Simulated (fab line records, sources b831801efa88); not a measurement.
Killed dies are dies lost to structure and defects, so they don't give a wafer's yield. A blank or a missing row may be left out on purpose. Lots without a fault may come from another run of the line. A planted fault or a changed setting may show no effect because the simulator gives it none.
Which tool did it? | flow sky130 | 6 lots, 18 wafers sampled, at 2 steps of a route of 708

WHAT THE GAUGES READ, wafer by wafer
SKY_LI_CONTACT_THK_MEAS_01.
lot  | measured     | on            | LI_CONTACT_HDPCVD_THK (nm)
L841 | day 29 07:22 | film_metro-02 | 936 936 939
L844 | day 29 21:47 | film_metro-03 | 906 915 925
L846 | day 30 16:14 | film_metro-04 | 925 926 915
L848 | day 31 07:04 | film_metro-04 | 915 921 921
L850 | day 31 13:14 | film_metro-02 | 927 926 936
L863 | day 35 19:49 | film_metro-03 | 927 931 930

WHICH TOOL RAN EACH LOT (tool, then ch and the chambers of the sampled wafers, then the start)
lot  | SKY_LI_CONTACT_HDPCVD_00
L841 | hdpcvd-02 ch 1,2, day 29 07:16
L844 | hdpcvd-02 ch 0,1,2, day 29 21:40
L846 | hdpcvd-02 ch 1,2, day 30 16:07
L848 | hdpcvd-02 ch 0,1, day 31 06:58
L850 | hdpcvd-02 ch 0,1, day 31 13:07
L863 | hdpcvd-01 ch 1,2, day 35 19:42
- SKY_LI_CONTACT_HDPCVD_00: deposits PSG, target thk 930 nm, time 155 s.

THE ANSWER, worked out from the rows above alone
Rule: what is usual is taken from the lots themselves. Put in order of their means at a reading, lots are off if they are a third of the lots or fewer, leave a main group of 4 or more, and stand apart from it by a gap of 3 or more times the standard deviation of the main group's means; of several such gaps the widest counts. A main group whose means are all the same, to the digits that the tables above print for the reading, isn't used. A lot without any number at a reading at which 4 lots or more have one is off too. The other lots that the step has rows for count as sound.
No lot is off at any reading shown: from this, nothing can be told.

WHAT THE SIMULATOR HAD PUT IN
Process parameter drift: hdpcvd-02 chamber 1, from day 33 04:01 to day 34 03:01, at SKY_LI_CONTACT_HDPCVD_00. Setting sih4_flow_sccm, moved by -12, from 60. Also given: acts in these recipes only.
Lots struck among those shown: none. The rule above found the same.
